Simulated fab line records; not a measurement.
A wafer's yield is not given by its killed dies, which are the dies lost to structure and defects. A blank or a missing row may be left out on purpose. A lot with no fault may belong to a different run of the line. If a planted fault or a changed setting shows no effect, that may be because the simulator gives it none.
Code-filled problem report in 8D (eight disciplines) form + flow gf180mcu + the parts of the form that need people (team, actions taken, sign-off) are left out

1. WHAT IS WRONG
Across 6 wafers from 2 lots, VT_IMPLANT_4_TW at GF_VT_IMPLANT_TW_MEAS_43 averages 739, while fault-free wafers read 685 with a standard deviation of 6.4. That puts it +8.4 standard deviations away from the usual mean.
Earliest sighting: wafer L398.2 on film metro-02 at day 10 20:04. Wafers with a number at this step in the record: 42, from 14 lots. By rule, "out" or "out of limits" means more than 4 standard deviations away from the usual mean. All remaining wafers that have a number are taken as sound.

2. WHAT IT IS AND WHAT IT IS NOT
| question                    | is                           | is not                                                                                       |
|-----------------------------|------------------------------|----------------------------------------------------------------------------------------------|
| which readings at this step | VT_IMPLANT_4_TW              | -                                                                                            |
| which lots                  | L398, L401                   | L386, L387, L389, L392, L394, L395, L396, L405, L406, L407, L408, L409                       |
| which wafers of those lots  | all that have a number       | -                                                                                            |
| read on which gauges        | film metro-02, film metro-03 | film metro-01                                                                                |
| when                        | from day 10 20:04            | up to then (21 sound wafers); but 15 sound wafers of L405, L406, L407, L408, L409 came after |

3. THE SUSPECTS, EACH WITH WHAT RULES IT OUT
Counting: any tool at a process step up to the reading is kept as a suspect provided that every lot that is out went through it and no sound lot did after the first of them.
- the gauge at GF_VT_IMPLANT_TW_MEAS_43 has been ruled out. Those wafers that are out were read across 2 gauges (film metro-02, film metro-03).
- implanter-03 at GF_VT_IMPLANT_IMPLANT_41: kept. All lots that are out passed through it, beginning with L398 at day 10 19:50, and no sound lot followed; its final sound lot before that point was L396 at day 10 07:46. On those wafers its own readings are out: beam energy keV.
After counting, what remains is implanter-03 at GF_VT_IMPLANT_IMPLANT_41.

4. THE CAUSE (what the simulator had put in)
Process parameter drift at GF_VT_IMPLANT_IMPLANT_41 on implanter-03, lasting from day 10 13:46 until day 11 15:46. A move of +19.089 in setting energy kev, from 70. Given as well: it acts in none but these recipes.
The count eliminated every tool but this one.

5. THE CHAIN OF EFFECTS, in route order
Each row: a reading whose mean over the struck wafers that have a number lies more than 3 standard deviations from the usual. Only readings for which the record gives a usual standard deviation are gone through. hours: the time from each lot's start at the first step in this table that gives one to its start at this step, as a median over the lots. sigmas: the change in usual standard deviations.
| hours | step                     | reading         | usual  | on struck wafers | change  | sigmas      |
|-------|--------------------------|-----------------|--------|------------------|---------|-------------|
| 0     | GF_VT_IMPLANT_IMPLANT_41 | beam energy keV | 69.993 | 89.090           | +19.097 | +99 or more |
| 0     | GF_VT_IMPLANT_TW_MEAS_43 | VT_IMPLANT_4_TW | 685    | 739              | +54     | +8.4        |
The process steps in it:
- GF_VT_IMPLANT_IMPLANT_41

6. WHAT WOULD HAVE CAUGHT IT SOONER
In this record the first reading out of limits at a measuring or inspecting step was taken at day 10 20:04, 6 hours after the fault began at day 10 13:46.
The tool's own readings at GF_VT_IMPLANT_IMPLANT_41 were out on every struck wafer that the step has a row for (beam energy keV): an alarm limit on them would have fired on the first of those.
L401, from the lots that are out (2), started GF_VT_IMPLANT_IMPLANT_41 on implanter-03 later than day 10 20:04. A tool hold placed at that time would have kept it from harm.
